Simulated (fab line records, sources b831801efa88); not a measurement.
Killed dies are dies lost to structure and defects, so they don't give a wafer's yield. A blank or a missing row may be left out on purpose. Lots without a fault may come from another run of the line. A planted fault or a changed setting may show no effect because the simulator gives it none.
Chamber matching | flow sky130 | SKY_CONTACT_CMP_27 on cmp-01: 4 sister chambers
The step polishes, stops on SiO2, t overpolish 15 s, target thk 0 nm. 18 wafers are shown with their chamber, then 8 later ones without.

WAFERS WITH THEIR CHAMBER
wafer  | chamber | motor_current_A (A) | time_to_endpoint_s (s)
L739.3 | 2       | 12.8                | 75
L739.4 | 1       | 8.4                 | 77
L739.5 | 1       | 8.6                 | 76
L740.3 | 0       | 12.2                | 77
L740.5 | 1       | 8.6                 | 78
L740.6 | 2       | 12.4                | 76
L742.3 | 3       | 11.2                | 84
L742.5 | 3       | 10.1                | 83
L742.6 | 0       | 13.0                | 77
L747.1 | 1       | 8.1                 | 82
L747.4 | 2       | 12.4                | 79
L747.6 | 2       | 11.7                | 83
L749.2 | 2       | 12.6                | 77
L752.1 | 3       | 10.6                | 83
L752.2 | 1       | 8.0                 | 79
L752.3 | 2       | 11.9                | 78
L750.2 | 2       | 12.6                | 83
L756.2 | 1       | 8.6                 | 78

SIGNATURES (means of the wafers above)
reading            | chamber 0 | chamber 1 | chamber 2 | chamber 3 | scatter within a chamber
motor_current_A    | 12.600    | 8.383     | 12.343    | 10.633    | 0.401
time_to_endpoint_s | 77.00     | 78.33     | 78.71     | 83.33     | 2.44
Rule: a wafer's distance from a chamber is the root of the sum, over the readings, of the square of ((its reading less the chamber's mean) divided by the reading's scatter). The wafer belongs to the nearest chamber; if the next one is less than 2 further off, it can't be placed. The scatter: the root of (the sum of the squares of (reading less its chamber's mean) over the shown wafers, divided by (wafers less chambers)).

WAFERS WITHOUT THEIR CHAMBER
wafer  | motor_current_A (A) | time_to_endpoint_s (s)
L756.3 | 10.8                | 83
L756.4 | 12.7                | 81
L757.4 | 10.3                | 84
L757.5 | 12.6                | 80
L757.6 | 8.4                 | 81
L759.1 | 13.0                | 74
L759.2 | 12.3                | 73
L759.5 | 11.6                | 71

WHICH CHAMBER EACH WENT THROUGH
wafer  | from the rows above     | in truth
L756.3 | 3                       | 3
L756.4 | can't be placed: 2 or 0 | 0
L757.4 | 3                       | 3
L757.5 | can't be placed: 2 or 0 | 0
L757.6 | 1                       | 1
L759.1 | can't be placed: 0 or 2 | 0
L759.2 | can't be placed: 0 or 2 | 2
L759.5 | can't be placed: 0 or 2 | 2
Placed correctly: 3 of 8. Can't be placed from these rows: 5 (the true chamber is among the candidates in 5). Placed wrongly: 0.
